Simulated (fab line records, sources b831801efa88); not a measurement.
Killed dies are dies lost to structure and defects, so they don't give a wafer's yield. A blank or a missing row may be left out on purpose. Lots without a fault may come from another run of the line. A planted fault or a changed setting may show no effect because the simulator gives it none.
Which tool did it? | flow sky130 | 12 lots, 34 wafers sampled, at 4 steps of a route of 708

WHAT THE GAUGES READ, wafer by wafer
SKY_SD_N_RS_MEAS_16: measures by four-point-probe. Usual: SD_N_RS 68.60 ohm/sq, standard deviation 0.11.
lot  | measured     | on            | SD_N_RS (ohm/sq)  | flag
L741 | day 29 03:30 | film_metro-01 | 68.62 68.56 68.78 |
L743 | day 29 20:23 | film_metro-01 | 68.55 68.55 68.65 |
L746 | day 30 20:31 | film_metro-03 | 71.14 71.19 71.17 | OFF
L747 | day 31 07:28 | film_metro-01 | 71.34 71.43 71.30 | OFF
L750 | day 31 18:37 | film_metro-03 | 71.10 71.26 71.11 | OFF
L753 | day 33 05:59 | film_metro-02 | 68.48 68.54       |
L755 | day 33 11:19 | film_metro-01 | 68.68 68.63 68.64 |
L757 | day 34 09:25 | film_metro-01 | 68.59 68.69 68.63 |
L758 | day 34 19:41 | film_metro-01 | 68.45 68.56 68.37 |
L759 | day 35 01:36 | film_metro-03 | 68.37 68.35 68.57 |
L760 | day 35 04:45 | film_metro-01 | 68.62 68.76 68.62 |
L762 | day 35 12:02 | film_metro-03 | 68.59 68.52       |

SKY_SD_N_RS_MEAS_17: measures by four-point-probe. Usual: SD_P_RS 147.2 ohm/sq, standard deviation 0.38.
lot  | measured     | on            | SD_P_RS (ohm/sq)  | flag
L741 | day 29 03:37 | film_metro-01 | 147.8 147.7 147.3 |
L743 | day 29 20:30 | film_metro-01 | 146.9 146.8 146.6 |
L746 | day 30 20:38 | film_metro-03 | 162.1 162.2 162.7 | OFF
L747 | day 31 07:35 | film_metro-01 | 162.7 162.7 162.3 | OFF
L750 | day 31 18:44 | film_metro-03 | 162.0 161.6 162.2 | OFF
L753 | day 33 06:07 | film_metro-02 | 147.3 147.5       |
L755 | day 33 11:26 | film_metro-01 | 147.5 147.1 147.6 |
L757 | day 34 09:32 | film_metro-01 | 147.4 147.2 147.5 |
L758 | day 34 19:49 | film_metro-01 | 146.8 146.1 146.5 |
L759 | day 35 01:43 | film_metro-03 | 147.0 146.6 146.8 |
L760 | day 35 04:52 | film_metro-01 | 147.7 147.2 147.6 |
L762 | day 35 12:09 | film_metro-03 | 147.1 146.6       |

SKY_LI_CONTACT_BOW_MEAS_03. Usual: LI_CONTACT_BOW 55 um, standard deviation 6.8.
lot  | measured     | on            | LI_CONTACT_BOW (um) | flag
L741 | day 29 04:20 | film_metro-02 | 63 58 65            |
L743 | day 29 21:13 | film_metro-03 | 58 63 57            |
L746 | day 30 21:22 | film_metro-01 | 55 49 51            |
L747 | day 31 08:35 | film_metro-01 | 58 55 51            |
L750 | day 31 19:28 | film_metro-01 | 46 49 46            |
L753 | day 33 06:50 | film_metro-02 | 55 48               |
L755 | day 33 12:10 | film_metro-01 | 49 50 43            |
L757 | day 34 10:15 | film_metro-01 | 55 52 50            |
L758 | day 34 20:42 | film_metro-01 | 56 53 50            |
L759 | day 35 02:26 | film_metro-03 | 62 49 47            |
L760 | day 35 05:35 | film_metro-01 | 46 50 56            |
L762 | day 35 12:52 | film_metro-01 | 67 59               |

WHICH TOOL RAN EACH LOT (tool, then ch and the chambers of the sampled wafers, then the start)
lot  | SKY_SD_N_RTA_14
L741 | rtp_anneal-02 ch 0, day 29 03:20
L743 | rtp_anneal-01 ch 0, day 29 20:11
L746 | rtp_anneal-02 ch 0, day 30 20:21
L747 | rtp_anneal-02 ch 0, day 31 07:18
L750 | rtp_anneal-02 ch 0, day 31 18:26
L753 | rtp_anneal-01 ch 0, day 33 05:49
L755 | rtp_anneal-01 ch 0, day 33 11:09
L757 | rtp_anneal-01 ch 0, day 34 09:14
L758 | rtp_anneal-02 ch 0, day 34 19:30
L759 | rtp_anneal-01 ch 0, day 35 01:17
L760 | rtp_anneal-02 ch 0, day 35 04:35
L762 | rtp_anneal-02 ch 0, day 35 11:50
- SKY_SD_N_RTA_14: time 2 s.

WHAT THE TOOLS THEMSELVES READ (means of the sampled wafers that have a number; where no wafer has one, the mark that the record gives instead)
SKY_SD_N_RTA_14. Usual: lamp_power_pct 15.74 %, standard deviation 0.051; ramp_down_c_per_s 90.000, standard deviation 0.018; ramp_up_c_per_s 150.00, standard deviation 0.026; wafer_temp_C_max 1078.1, standard deviation 1.4.
lot  | tool          | lamp_power_pct (%) | ramp_down_c_per_s | ramp_up_c_per_s | wafer_temp_C_max | flag
L741 | rtp_anneal-02 | 15.76              | 89.989            | 149.99          | 1077.5           |
L743 | rtp_anneal-01 | 15.74              | 89.998            | 150.02          | 1078.4           |
L746 | rtp_anneal-02 | 15.73              | 90.008            | 150.01          | 1079.0           |
L747 | rtp_anneal-02 | 15.73              | 90.000            | 150.00          | 1078.4           |
L750 | rtp_anneal-02 | 15.76              | 89.998            | 150.01          | 1078.9           |
L753 | rtp_anneal-01 | 15.74              | 90.009            | 150.00          | 1077.4           |
L755 | rtp_anneal-01 | 15.70              | 89.994            | 150.00          | 1077.1           |
L757 | rtp_anneal-01 | 15.75              | 89.994            | 149.98          | 1077.2           |
L758 | rtp_anneal-02 | 15.79              | 89.994            | 150.00          | 1078.2           |
L759 | rtp_anneal-01 | 15.74              | 90.010            | 150.02          | 1077.6           |
L760 | rtp_anneal-02 | 15.70              | 89.992            | 150.00          | 1077.0           |
L762 | rtp_anneal-02 | 15.73              | 90.026            | 150.06          | 1077.5           |

THE ANSWER, worked out from the rows above alone
Rule: a lot is off if the mean of its wafers that have a number lies more than 3 standard deviations from the usual mean. A lot without any number at a reading at which 4 lots or more have one is off too. The other lots that the step has rows for count as sound. The gauges are gone through in route order, then the tools' own readings, and for those a lot's mean is taken as printed above. The first step at which some lot is off is used, and at that step the reading that is off furthest; a lot without a number counts as furthest.
Off: L746, L747, L750, at SKY_SD_N_RS_MEAS_16 (SD_N_RS).
A tool fits if, at a process step before that reading, it ran every lot that is off, and no sound lot after the first of them. The gauges at SKY_SD_N_RS_MEAS_16 are tried like those tools. None of those tried fits.

WHAT THE SIMULATOR HAD PUT IN
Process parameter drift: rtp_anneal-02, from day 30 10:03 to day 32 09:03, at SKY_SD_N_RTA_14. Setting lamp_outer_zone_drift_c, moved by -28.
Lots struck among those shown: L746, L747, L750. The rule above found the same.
